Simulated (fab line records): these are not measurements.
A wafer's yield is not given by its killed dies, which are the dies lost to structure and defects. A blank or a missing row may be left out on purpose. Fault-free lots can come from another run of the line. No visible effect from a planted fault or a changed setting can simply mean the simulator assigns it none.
A struck lot beside a sound one    flow sfq line    41 steps out of a route of 325
Sound: wafers L311.1, L311.2, L311.5. Wafers struck: L323.2, L323.5, L323.6. At the end, the cause is stated.
Each step with rows lists, per side, the tool, then ch with its chambers, then its first start. Under that, the readings that differ: sound wafers    struck wafers    difference of the means    sigmas: that difference in standard deviations of wafers without a fault.
alike: same words and numbers on both sides, and readings whose means sit less than 2 such deviations apart. not compared: any withheld reading, any reading some wafer has no value for, any bound like >300 that may hide the same value, and any number with overlapping values for which the record gives no deviation.
Wherever a step has rows on one side only, a row that says differs or no value, or a row with sigmas, the two part there. Numbers that have no deviation but don't overlap get no sigmas and don't part them. A reading missing from all wafers of one side parts the sides only when that side holds two or more wafers.

SFQ_I3_OVL_MEAS_923:
  sound on overlay-01 at day 28 05:19; struck on overlay-02 at day 39 00:03
  alike: I3_OVL
then, 1 step without rows for these wafers: SFQ_TRILAYER_I3_VIA_BARC_OPEN_VIA_ETCH_121 (etches BARC in O2, target depth 125 nm, time 41.7 s).
SFQ_TRILAYER_I3_VIA_ETCH_VIA_ETCH_088: etches SiO2 in CHF3, stops on Nb, target depth 260 nm.
  sound on rie diel-01 ch 1,2,3, day 28 05:24; struck on rie diel-02 ch 1,2,3, day 39 00:07
  alike: drypump motor current A, oes product au
then, 4 steps without rows for these wafers: SFQ_TRILAYER_I3_VIA_STRIP_STRIP_089 (strips in O2); SFQ_TRILAYER_I3_VIA_STRIP_SOLV_CLEAN_090 (cleans in NMP, time 600 s); SFQ_TRILAYER_M4_DEP_PRE_CLEAN_092 (time 22.5 s); SFQ_TRILAYER_M4_DEP_SPUTTER_091 (material Nb, target thk 200 nm, time 133.3 s).
SFQ_M4_RS_MEAS_924: uses a four-point probe to measure.
  sound on film metro-04 at day 28 06:24; struck on film metro-04 at day 39 01:11
reading            sound              struck             difference  sigmas
M4_NB_RS (ohm/sq)  0.899 0.896 0.896  0.870 0.878 0.875  -0.023      -3
then, 3 steps without rows for these wafers: SFQ_TRILAYER_M4_LITHO_COAT_098 (resist thk 62 nm); SFQ_TRILAYER_M4_LITHO_COAT_093 (resist thk 600 nm); SFQ_TRILAYER_M4_LITHO_SOFTBAKE_097.
SFQ_TRILAYER_M4_LITHO_EXPOSE_094: exposes mask M4, target cd 500 nm.
  sound on krf scanner-02 ch 0, day 34 02:06; struck on krf scanner-02 ch 0, day 39 05:57
  alike: mask
then, 2 steps without rows for these wafers: SFQ_TRILAYER_M4_LITHO_PEB_096 (peb time 60 s); SFQ_TRILAYER_M4_LITHO_DEVELOP_095 (time 60 s).
SFQ_M4_OVL_MEAS_926:
  sound on overlay-02 at day 34 03:36; struck on overlay-02 at day 39 07:15
  alike: M4_OVL
SFQ_TRILAYER_M4_BARC_OPEN_METAL_ETCH_123: etches BARC in O2, target depth 125 nm, time 41.7 s.
  sound on rie metal-02 ch 0,1, day 34 03:38; struck on rie metal-04 ch 0,1, day 39 07:17
reading              sound              struck           difference  sigmas
model.M4.cd nm (nm)  501.8 501.3 501.8  472.1 477 443.3  -37.5       
  alike: drypump motor current A, oes product au
  not compared: rf hours counter h
SFQ_TRILAYER_M4_ETCH_METAL_ETCH_096: etches Nb in Cl2/Ar, stops on SiO2, target depth 240 nm, time 120 s.
  sound on rie metal-02 ch 0,1, day 34 03:41; struck on rie metal-04 ch 0,1, day 39 07:20
reading              sound              struck           difference  sigmas
model.M4.cd nm (nm)  502.9 502.2 503.3  471.7 476 443.6  -39.0       
  alike: drypump motor current A, oes product au
  not compared: rf hours counter h
SFQ_TRILAYER_M4_STRIP_STRIP_097: strips in O2.
  sound on rie metal-02 ch 0,1, day 34 03:49; struck on rie metal-04 ch 0,1, day 39 07:28
  alike: drypump motor current A, oes product au
  not compared: rf hours counter h
then, 2 steps without rows for these wafers: SFQ_TRILAYER_M4_STRIP_SOLV_CLEAN_098 (cleans in NMP, time 600 s); SFQ_TRILAYER_I4_DEP_PECVD_099 (deposits SiO2 from SiH4/N2O, time 111.11 s, target thk 500 nm).
SFQ_TRILAYER_I4_CMP_CMP_100: polishes SiO2.
  sound on cmp-01 ch 0,2,3, day 34 06:50; struck on cmp-01 ch 0,3, day 39 17:35
  alike: motor current A, time to endpoint s
SFQ_I4_BOW_MEAS_927:
  sound on film metro-04 at day 34 08:50; struck on film metro-04 at day 39 20:37
  alike: I4_BOW
then, 7 steps without rows for these wafers: SFQ_TRILAYER_I4_METRO_MEASURE_101; SFQ_TRILAYER_I4_VIA_LITHO_COAT_108 (resist thk 62 nm); SFQ_TRILAYER_I4_VIA_LITHO_COAT_103 (resist thk 650 nm); SFQ_TRILAYER_I4_VIA_LITHO_SOFTBAKE_107; SFQ_TRILAYER_I4_VIA_LITHO_EXPOSE_104 (exposes mask I4, target cd 700 nm); SFQ_TRILAYER_I4_VIA_LITHO_PEB_106 (peb time 60 s); SFQ_TRILAYER_I4_VIA_LITHO_DEVELOP_105 (time 60 s).
-- the record jumps here: 6 days lie between the struck wafers' starts before and after --
SFQ_I4_OVL_MEAS_928:
  sound on overlay-01 at day 40 16:51; struck on overlay-01 at day 45 19:05
  alike: I4_OVL
SFQ_TRILAYER_I4_VIA_BARC_OPEN_VIA_ETCH_146: etches BARC in O2, target depth 125 nm, time 41.7 s.
  sound on rie diel-01 ch 1,2,3, day 40 16:53; struck on rie diel-04 ch 0,2,3, day 45 19:07
  alike: drypump motor current A, oes product au
  not compared: rf hours counter h
SFQ_TRILAYER_I4_VIA_ETCH_VIA_ETCH_106: etches SiO2 in CHF3, stops on Nb, target depth 260 nm.
  sound on rie diel-01 ch 1,2,3, day 40 16:55; struck on rie diel-04 ch 0,2,3, day 45 19:10
  alike: drypump motor current A, oes product au
then, 7 steps without rows for these wafers: SFQ_TRILAYER_I4_VIA_STRIP_STRIP_107 (strips in O2); SFQ_TRILAYER_I4_VIA_STRIP_SOLV_CLEAN_108 (cleans in NMP, time 600 s); SFQ_TRILAYER_JJ_TRILAYER_DEP_PRE_CLEAN_113 (time 22.5 s); SFQ_TRILAYER_JJ_TRILAYER_DEP_SPUTTER_109 (material Nb, target thk 150 nm, time 100 s); SFQ_TRILAYER_JJ_TRILAYER_DEP_SPUTTER_110 (material Al, target thk 8 nm, time 10 s); SFQ_TRILAYER_JJ_TRILAYER_DEP_AL_OXIDATION_111 (oxidation time 600 s); SFQ_TRILAYER_JJ_TRILAYER_DEP_SPUTTER_112 (material Nb, target thk 170 nm, time 110.3 s).
SFQ_JJ_RS_MEAS_929: uses a four-point probe to measure.
  sound on film metro-02 at day 40 19:02; struck on film metro-02 at day 45 21:16
reading            sound              struck             difference  sigmas
JJ_NB_RS (ohm/sq)  1.076 1.098 1.091  1.057 1.063 1.062  -0.028      -3
-- the record jumps here: 36 days lie between the struck wafers' starts before and after (it left off in module JJ and takes up again in module M8, whose first step shown is number 325 of the route) --
SFQ_M8_BOW_MEAS_951:
  sound on film metro-01 at day 69 01:53; struck on film metro-01 at day 82 04:08
reading                sound              struck             difference  sigmas
model.etest.m4.ohm um  1.785 1.786 1.781  1.845 1.845 1.971  +0.103      
  alike: M8_BOW

== WHERE THEY PART ==
Earliest at SFQ_M4_RS_MEAS_924; latest, in this record, at SFQ_JJ_RS_MEAS_929. Later steps at which nothing parts them and some readings are alike: SFQ_M8_BOW_MEAS_951.

WHY: the cause the simulator had injected
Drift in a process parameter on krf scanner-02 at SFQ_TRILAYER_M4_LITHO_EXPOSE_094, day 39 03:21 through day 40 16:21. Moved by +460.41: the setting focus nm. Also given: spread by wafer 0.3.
